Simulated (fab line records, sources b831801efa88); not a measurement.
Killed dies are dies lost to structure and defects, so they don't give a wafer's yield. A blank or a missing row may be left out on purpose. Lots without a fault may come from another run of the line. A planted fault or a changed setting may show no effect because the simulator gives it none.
Split-lot experiment | flow gf180mcu | 5 lots, 23 wafers read, on a route of 602 steps

THE SPLIT
At GF_V4_PEB_12 (peb time 90 s), the setting peb_temp_c was moved away from the recipe's 135 C on 10 of the 23 wafers read, by -2.4% to -1.4%. The other wafers ran this setting at the recipe's value.

FROM THE SPLIT TO THE READING: what the file shows between them, 1 step
- GF_V4_DEVELOP_13: develop time 58.91 s

THE READING
cd_nm, in nm, at GF_V4_CD_MEAS_14 (target cd 260 nm). Fault-free wafers of this fab line usually give 260.2 nm, standard deviation 0.95 nm.

wafer  | tool, chamber at the split | peb_temp_c as run, C | against the recipe | cd_nm, nm | against lot-mates on the recipe
L074.3 | litho_track-01, 0          | 135                  | recipe             | 260.6     | -
L074.4 | litho_track-01, 0          | 135                  | recipe             | 260.3     | -
L074.5 | litho_track-01, 0          | 135                  | recipe             | 260.3     | -
L079.1 | litho_track-04, 0          | 135                  | recipe             | 261.0     | -
L079.3 | litho_track-04, 0          | 133.1                | -1.4%              | 254.3     | -6.6
L079.4 | litho_track-04, 0          | 133.1                | -1.4%              | 253.6     | -7.3
L079.5 | litho_track-04, 0          | 135                  | recipe             | 260.8     | -
L079.6 | litho_track-04, 0          | 133.1                | -1.4%              | 255.5     | -5.4
L080.1 | litho_track-03, 0          | 131.9                | -2.3%              | 249.5     | -10.1
L080.2 | litho_track-03, 0          | 135                  | recipe             | 259.9     | -
L080.3 | litho_track-03, 0          | 131.9                | -2.3%              | 249.1     | -10.5
L080.5 | litho_track-03, 0          | 135                  | recipe             | 260.2     | -
L080.6 | litho_track-03, 0          | 135                  | recipe             | 258.8     | -
L081.1 | litho_track-03, 0          | 135                  | recipe             | 258.5     | -
L081.3 | litho_track-03, 0          | 135                  | recipe             | 258.4     | -
L081.4 | litho_track-03, 0          | 131.8                | -2.4%              | 248.8     | -10.1
L081.5 | litho_track-03, 0          | 131.8                | -2.4%              | 247.7     | -11.2
L081.6 | litho_track-03, 0          | 135                  | recipe             | 259.7     | -
L082.2 | litho_track-03, 0          | 132.9                | -1.6%              | 253.4     | -7.9
L082.3 | litho_track-03, 0          | 132.9                | -1.6%              | 253.7     | -7.6
L082.4 | litho_track-03, 0          | 132.9                | -1.6%              | 252.4     | -8.9
L082.5 | litho_track-03, 0          | 135                  | recipe             | 261.6     | -
L082.6 | litho_track-03, 0          | 135                  | recipe             | 261.0     | -

THE FIT
A straight line over all 23 wafers: cd_nm changes by +4.67 nm for each +1% of peb_temp_c; r = +0.98; the points scatter about the line by 0.96 nm.
The same after taking each lot's own level away (the mean of its wafers on the recipe; 23 wafers): +4.63 nm for each +1%; r = +0.99; scatter 0.65 nm.
On that fit, the largest move of peb_temp_c shifts the reading by 11 nm.
The lots' own levels span 258.87 to 261.30 nm, that is 2.6 times the standard deviation above.
So the lot-to-lot level changes the slope little: the two slopes agree.
Check: with one of the wafers moved furthest among these (-2.4%) left out of the fit, the line predicts -11.2 nm for it against its lot-mates. It came out at -10.1 nm against them.

OTHER SPLITS ON THESE WAFERS
These wafers also went through other splits before the reading. Each is held against what the fit with the lots' levels taken away leaves over:
other split on the same wafers       | wafers away from the commonest value | r with cd_nm (lot level and that fit taken away)
GF_M3_SPUTTER_00 time_s              | 7                                    | -0.22
GF_V3_CVD_00 sih4_flow_sccm          | 4                                    | +0.33
GF_V3_PEB_12 peb_temp_c              | 11                                   | +0.36
GF_V3_CVD_23 temp_c                  | 9                                    | -0.20
GF_M4_SPUTTER_04 chamber_pressure_pa | 15                                   | -0.24
GF_V4_CMP_04 leave_above_ref_nm      | 8                                    | +0.02

THE WHOLE CHAIN: every reading that the file lists as answering this split, in the file's order
step             | what it does                                                 | reading                                                   | change (the file's fit)              | r (the file's)
GF_V4_DEVELOP_13 | develop time 58.91 s                                         | V4.cd_nm (the simulator's own value, which no gauge read) | +4.6 nm for each +1% of the setting  | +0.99
GF_V4_CD_MEAS_14 | target cd 260 nm                                             | cd_nm                                                     | +4.62 nm for each +1% of the setting | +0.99
GF_V4_ETCH_17    | etches SiO2 in C4F8/O2/Ar, stops on TiN, target depth 630 nm | V4.cd_nm (the simulator's own value, which no gauge read) | +4.67 nm for each +1% of the setting | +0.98

THE FILE'S OWN FIT
cd_nm changes by +4.62 nm for each +1% of peb_temp_c, r = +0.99.
